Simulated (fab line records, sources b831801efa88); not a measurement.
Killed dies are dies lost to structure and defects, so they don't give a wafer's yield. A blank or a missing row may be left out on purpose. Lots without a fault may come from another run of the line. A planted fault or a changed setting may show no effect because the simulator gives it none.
Which tool did it? | flow sfq_line | 15 lots, 45 wafers sampled, at 4 steps of a route of 325

WHAT THE GAUGES READ, wafer by wafer
SFQ_M7_RS_MEAS_943: measures by four-point-probe. Usual: M7_NB_RS 0.890 ohm/sq, standard deviation 0.011.
lot  | measured     | on            | M7_NB_RS (ohm/sq) | flag
L447 | day 65 13:48 | film_metro-01 | 0.889 0.896 0.916 |
L449 | day 65 23:25 | film_metro-04 | 0.913 0.909 0.917 |
L451 | day 66 01:49 | film_metro-01 | 0.878 0.882 0.877 |
L452 | day 66 04:11 | film_metro-04 | 0.899 0.897 0.888 |
L455 | day 67 12:34 | film_metro-03 | - - -             | OFF
L456 | day 67 13:44 | film_metro-04 | - - -             | OFF
L457 | day 67 14:56 | film_metro-03 | - - -             | OFF
L459 | day 72 08:55 | film_metro-03 | 0.885 0.892 0.890 |
L463 | day 72 20:41 | film_metro-03 | 0.886 0.886 0.882 |
L464 | day 74 00:50 | film_metro-01 | 0.902 0.904 0.909 |
L465 | day 74 05:50 | film_metro-01 | 0.887 0.886 0.892 |
L467 | day 74 13:16 | film_metro-03 | 0.896 0.893 0.878 |
L468 | day 74 21:31 | film_metro-04 | 0.889 0.877 0.874 |
L469 | day 75 00:20 | film_metro-01 | 0.878 0.894 0.879 |
L470 | day 75 01:32 | film_metro-04 | 0.896 0.888 0.901 |

SFQ_M7_OVL_MEAS_945. Usual: M7_OVL 1 nm, standard deviation 6.1.
lot  | measured     | on         | M7_OVL (nm) | flag
L447 | day 65 16:19 | overlay-01 | 8 -10 5     |
L449 | day 69 23:24 | overlay-01 | 9 0 -2      |
L451 | day 70 01:48 | overlay-01 | 5 5 -1      |
L452 | day 70 04:11 | overlay-01 | 3 -3 8      |
L455 | day 71 06:35 | overlay-01 | 12 8 11     |
L456 | day 71 07:47 | overlay-01 | 0 -1 -1     |
L457 | day 71 08:59 | overlay-02 | -6 -6 -9    |
L459 | day 72 11:45 | overlay-02 | -9 0 0      |
L463 | day 76 14:59 | overlay-01 | 11 -4 4     |
L464 | day 77 15:06 | overlay-02 | 7 -7 0      |
L465 | day 77 16:18 | overlay-01 | -5 -3 3     |
L467 | day 78 00:43 | overlay-01 | 4 13 10     |
L468 | day 78 07:55 | overlay-02 | 0 9 0       |
L469 | day 78 12:43 | overlay-02 | -2 0 1      |
L470 | day 78 13:55 | overlay-02 | 1 8 -3      |

WHICH TOOL RAN EACH LOT (tool, then ch and the chambers of the sampled wafers, then the start)
lot  | SFQ_TRILAYER_I5_BARC_OPEN_VIA_ETCH_200 | SFQ_TRILAYER_M7_DEP_SPUTTER_175
L447 | rie_diel-01 ch 0,1,3, day 55 11:10     | pvd_sputter-05, day 65 13:38
L449 | rie_diel-01 ch 0,1,3, day 55 21:58     | pvd_sputter-05, day 65 23:17
L451 | rie_diel-02 ch 0,1,3, day 56 00:22     | pvd_sputter-03, day 66 01:41
L452 | rie_diel-01 ch 1,2,3, day 56 05:10     | pvd_sputter-06, day 66 04:05
L455 | rie_diel-01 ch 0,1,3, day 58 06:28     | pvd_sputter-06, day 67 12:27
L456 | rie_diel-04 ch 0,2, day 58 07:40       | pvd_sputter-05, day 67 13:39
L457 | rie_diel-02 ch 0,1, day 58 08:52       | pvd_sputter-03, day 67 14:51
L459 | rie_diel-04 ch 1,3, day 59 16:46       | pvd_sputter-05, day 72 08:47
L463 | rie_diel-01 ch 2,3, day 63 00:22       | pvd_sputter-03, day 72 20:32
L464 | rie_diel-02 ch 0,1,2, day 68 02:58     | pvd_sputter-05, day 74 00:45
L465 | rie_diel-04 ch 1,2,3, day 68 05:18     | pvd_sputter-03, day 74 05:44
L467 | rie_diel-04 ch 0,1, day 72 03:01       | pvd_sputter-06, day 74 13:09
L468 | rie_diel-02 ch 0,1, day 73 20:10       | pvd_sputter-03, day 74 21:22
L469 | rie_diel-04 ch 1,3, day 73 22:34       | pvd_sputter-06, day 75 00:12
L470 | rie_diel-01 ch 0,2, day 74 00:58       | pvd_sputter-05, day 75 01:25
- SFQ_TRILAYER_I5_BARC_OPEN_VIA_ETCH_200: etches BARC in O2, target depth 125 nm, time 41.7 s.
- SFQ_TRILAYER_M7_DEP_SPUTTER_175: material Nb, target thk 200 nm, time 133.3 s.

WHAT THE TOOLS THEMSELVES READ (means of the sampled wafers that have a number; where no wafer has one, the mark that the record gives instead)
SFQ_TRILAYER_I5_BARC_OPEN_VIA_ETCH_200. Usual: drypump_motor_current_A 5.6 A, standard deviation 0.55; oes_product_au 0.685 a.u., standard deviation 0.0048.
lot  | tool        | drypump_motor_current_A (A) | oes_product_au (a.u.) | flag
L447 | rie_diel-01 | 5.2                         | 0.685                 |
L449 | rie_diel-01 | 5.2                         | 0.685                 |
L451 | rie_diel-02 | 5.9                         | 0.685                 |
L452 | rie_diel-01 | 5.4                         | 0.687                 |
L455 | rie_diel-01 | 5.2                         | 0.684                 |
L456 | rie_diel-04 | 5.7                         | 0.685                 |
L457 | rie_diel-02 | 6.1                         | 0.684                 |
L459 | rie_diel-04 | 6.0                         | 0.687                 |
L463 | rie_diel-01 | 5.3                         | 0.685                 |
L464 | rie_diel-02 | 5.9                         | 0.689                 |
L465 | rie_diel-04 | 5.7                         | 0.690                 |
L467 | rie_diel-04 | 5.9                         | 0.685                 |
L468 | rie_diel-02 | 6.2                         | 0.687                 |
L469 | rie_diel-04 | 6.0                         | 0.687                 |
L470 | rie_diel-01 | 5.3                         | 0.687                 |

SFQ_TRILAYER_M7_DEP_SPUTTER_175. Usual: base_pressure_pa 1.32e-06 Pa, standard deviation 7.9e-08; cathode_dc_power_W 2000.0 W, standard deviation 0.41; chamber_pressure_pa 0.13329 Pa, standard deviation 0.00026; throttle_valve_pct 30.1 %, standard deviation 0.58.
lot  | tool           | base_pressure_pa (Pa) | cathode_dc_power_W (W) | chamber_pressure_pa (Pa) | throttle_valve_pct (%) | flag
L447 | pvd_sputter-05 | 1.39e-06              | 2000.4                 | 0.13342                  | 30.3                   |
L449 | pvd_sputter-05 | 1.34e-06              | 2000.0                 | 0.13316                  | 30.1                   |
L451 | pvd_sputter-03 | 1.34e-06              | 2000.1                 | 0.13319                  | 30.2                   |
L452 | pvd_sputter-06 | 1.34e-06              | 1999.5                 | 0.13311                  | 29.9                   |
L455 | pvd_sputter-06 | -                     | -                      | -                        | -                      | OFF
L456 | pvd_sputter-05 | -                     | -                      | -                        | -                      | OFF
L457 | pvd_sputter-03 | -                     | -                      | -                        | -                      | OFF
L459 | pvd_sputter-05 | 1.25e-06              | 2000.4                 | 0.13335                  | 30.1                   |
L463 | pvd_sputter-03 | 1.37e-06              | 2000.2                 | 0.13320                  | 30.5                   |
L464 | pvd_sputter-05 | 1.31e-06              | 2000.2                 | 0.13335                  | 30.1                   |
L465 | pvd_sputter-03 | 1.39e-06              | 2000.3                 | 0.13324                  | 30.3                   |
L467 | pvd_sputter-06 | 1.34e-06              | 2000.2                 | 0.13320                  | 29.7                   |
L468 | pvd_sputter-03 | 1.32e-06              | 2000.2                 | 0.13325                  | 30.2                   |
L469 | pvd_sputter-06 | 1.30e-06              | 2000.0                 | 0.13300                  | 29.8                   |
L470 | pvd_sputter-05 | 1.41e-06              | 1999.9                 | 0.13332                  | 30.4                   |

THE ANSWER, worked out from the rows above alone
Rule: a lot is off if the mean of its wafers that have a number lies more than 3 standard deviations from the usual mean. A lot without any number at a reading at which 4 lots or more have one is off too. The other lots that the step has rows for count as sound. The gauges are gone through in route order, then the tools' own readings, and for those a lot's mean is taken as printed above. The first step at which some lot is off is used, and at that step the reading that is off furthest; a lot without a number counts as furthest.
Off: L455, L456, L457, at SFQ_M7_RS_MEAS_943 (M7_NB_RS). Without a number there: L455, L456, L457.
A tool fits if, at a process step before that reading, it ran every lot that is off, and no sound lot after the first of them. The gauges at SFQ_M7_RS_MEAS_943 aren't tried: what is off there is off at SFQ_TRILAYER_M7_DEP_SPUTTER_175 too, on other tools, and a gauge's error can't cause that. None of those tried fits.

WHAT THE SIMULATOR HAD PUT IN
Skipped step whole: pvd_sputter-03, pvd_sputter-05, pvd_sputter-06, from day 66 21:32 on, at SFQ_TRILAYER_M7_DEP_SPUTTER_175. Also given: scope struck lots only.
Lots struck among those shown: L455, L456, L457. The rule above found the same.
